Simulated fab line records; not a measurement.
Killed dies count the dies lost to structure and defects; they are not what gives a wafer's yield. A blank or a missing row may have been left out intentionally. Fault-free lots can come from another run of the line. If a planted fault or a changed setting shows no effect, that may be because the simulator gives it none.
Which tool is to blame?	flow sky130	33 wafers from 11 lots sampled at 3 of the route's 708 steps

== WHAT EACH GAUGE READ, for each wafer ==
SKY_NWELL_OVL_MEAS_23.
lot	measured	on	NWELL_01_OVL (nm)
L110	day 6 02:48	overlay-02	-2.9 -1.1 -2.4
L112	day 6 23:12	overlay-02	0.7 1.3 1.7
L111	day 6 23:53	overlay-01	1.7 1.1 0.8
L113	day 7 02:02	overlay-02	1.1 1.1 1.6
L115	day 7 08:28	overlay-02	-1.4 -1.3 -0.9
L116	day 7 15:55	overlay-01	-0.4 0.4 1.2
L117	day 7 20:25	overlay-01	0.7 -0.5 0.0
L119	day 8 10:31	overlay-01	2.2 1.1 1.6
L128	day 10 13:55	overlay-02	1.6 1.2 1.1
L129	day 10 22:27	overlay-02	0.4 0.6 0.3
L130	day 11 05:53	overlay-01	0.3 0.4 -0.1

SKY_SPACER_THK_MEAS_01.
lot	measured	on	SPACER_CVD_00_THK (nm)
L110	day 24 01:46	film-metro-02	42.9 42.8 43.4
L112	day 25 12:46	film-metro-04	43.2 43.1 42.8
L111	day 25 11:32	film-metro-02	43.6 43.5 43.0
L113	day 25 15:36	film-metro-02	43.1 43.1 43.2
L115	day 25 22:58	film-metro-02	43.0 43.1 43.0
L116	day 26 09:31	film-metro-03	42.7 43.0 42.9
L117	day 26 17:38	film-metro-04	42.6 42.2 42.6
L119	day 27 09:53	film-metro-04	40.0 40.1 39.9
L128	day 30 06:06	film-metro-04	43.3 43.1 43.2
L129	day 30 10:29	film-metro-04	43.4 43.3 43.6
L130	day 30 20:34	film-metro-02	43.6 43.2 43.4

== EACH LOT AND THE TOOL THAT RAN IT (in order: tool; ch and the chambers of the sampled wafers; start) ==
lot	SKY_SPACER_CVD_00
L110	lpcvd-02 ch 0, day 24 00:34
L112	lpcvd-02 ch 1, day 25 11:32
L111	lpcvd-02 ch 1, day 25 10:20
L113	lpcvd-02 ch 0, day 25 13:47
L115	lpcvd-02 ch 0, day 25 21:45
L116	lpcvd-02 ch 0, day 26 08:19
L117	lpcvd-02 ch 1, day 26 16:26
L119	lpcvd-02 ch 0, day 27 08:40
L128	lpcvd-02 ch 1, day 30 04:53
L129	lpcvd-02 ch 0, day 30 09:17
L130	lpcvd-02 ch 1, day 30 19:22
- SKY_SPACER_CVD_00: deposits Si3N4 from DCS/NH3, target thk 43.1 nm, time 740 s.

== AS READ BY THE TOOLS THEMSELVES (means over the sampled wafers that have a number; for cases with no such wafer, the mark the record gives instead) ==
SKY_SPACER_CVD_00.
lot	tool	pressure-mtorr (mTorr)	spike-tc-centre-C (C)	zone-power-top-pct (%)
L110	lpcvd-02	250.2	772.3	27.1
L112	lpcvd-02	249.3	767.9	29.7
L111	lpcvd-02	250.3	767.2	29.8
L113	lpcvd-02	250.5	773.3	27.0
L115	lpcvd-02	250.3	772.2	27.0
L116	lpcvd-02	249.6	772.7	26.9
L117	lpcvd-02	249.9	768.2	30.0
L119	lpcvd-02	200.3	771.6	27.0
L128	lpcvd-02	249.7	767.7	29.8
L129	lpcvd-02	250.7	772.7	27.0
L130	lpcvd-02	249.9	768.5	29.4

== THE ANSWER, worked out from the rows above alone ==
Rule: the lots themselves supply what counts as usual. Put in order of their means at a reading, lots are off if they are a third of the lots or fewer, leave a main group of 4 or more, and stand apart from it by a gap of 3 or more times the standard deviation of the main group's means; of several such gaps the widest counts. A main group is skipped when, at the precision printed for the reading in the tables above, its means are all equal. Also off: a lot with no number at a reading for which 4 or more lots have one. Any other lot the step has rows for is counted as sound. After the gauges, taken in route order, come the tools' own readings; for these a lot's mean is taken, as printed above. The first step at which some lot is off is used, and at that step the reading that is off furthest; a lot without a number counts as furthest.
Off: L119, at SKY_SPACER_THK_MEAS_01 (SPACER_CVD_00_THK). For the main group the mean is 43.1 nm and the standard deviation 0.27.
If a tool, at a process step before that reading, ran all the lots that are off and no sound lot after the first of them, it fits. The gauges at SKY_SPACER_THK_MEAS_01 aren't tried: what is off there is off at SKY_SPACER_CVD_00 too, on other tools, and a gauge's error can't cause that. Not one of the candidates tried fits.

== WHAT THE SIMULATOR HAD INSERTED ==
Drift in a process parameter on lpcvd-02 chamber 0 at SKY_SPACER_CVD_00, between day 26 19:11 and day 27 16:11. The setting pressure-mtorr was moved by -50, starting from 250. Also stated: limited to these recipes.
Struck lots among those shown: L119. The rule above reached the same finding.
